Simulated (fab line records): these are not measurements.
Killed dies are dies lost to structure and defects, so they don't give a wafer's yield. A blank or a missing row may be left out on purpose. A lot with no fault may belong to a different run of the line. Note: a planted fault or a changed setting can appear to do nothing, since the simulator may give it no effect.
Matching of chambers    flow sky130    SKY_VIA3_ETCH_15 on rieDiel-02 has 4 sister chambers
The step etches SiO2 in C4F8/O2/Ar, stops on TiN, target depth 507 nm, time 78 s. 8 wafers are shown with their chamber, then 10 later ones without.

EACH WAFER AND ITS CHAMBER
wafer   chamber  oesProductAu (a.u.)
L670.2  1        0.942
L672.1  3        0.958
L672.3  1        0.945
L681.2  2        0.941
L681.4  3        0.957
L681.5  0        0.942
L682.1  0        0.949
L682.4  2        0.939

WAFERS WITH NO CHAMBER GIVEN
wafer   oesProductAu (a.u.)
L682.5  0.946
L683.2  0.955
L683.5  0.942
L683.6  0.946
L685.1  0.943
L685.3  0.947
L685.5  0.947
L689.3  0.945
L689.4  0.948
L689.5  0.950

EACH ONE'S CHAMBER
wafer    from the rows above                 in truth
L682.5   can't be placed: 0 or 1 or 2        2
L683.2   3                                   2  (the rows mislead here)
L683.5   can't be placed: 1 or 2 or 0        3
L683.6   can't be placed: 0 or 1 or 2        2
L685.1   can't be placed: 1 or 0 or 2        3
L685.3   can't be placed: 0 or 1 or 2        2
L685.5   can't be placed: 0 or 1 or 2        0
L689.3   can't be placed: 0 or 1 or 2        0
L689.4   can't be placed: 0 or 1 or 2        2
L689.5   can't be placed: 0 or 1 or 3 or 2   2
Correct placement for 0 of the 10. These rows do not allow placing 9 (true chamber among the candidates in 7). 1 placed wrongly.
How it was worked out, from the rows above alone: a wafer's distance from a chamber is the root of the sum, over the readings, of the square of ((its reading less the chamber's mean) divided by the reading's scatter). The wafer belongs to the nearest chamber; if the next one is less than 2 further off, it can't be placed. Each chamber's mean is taken over the wafers shown for it. The scatter is the square root of a quotient: the sum, over the shown wafers, of each reading's squared deviation from its chamber's mean, divided by wafers minus chambers.
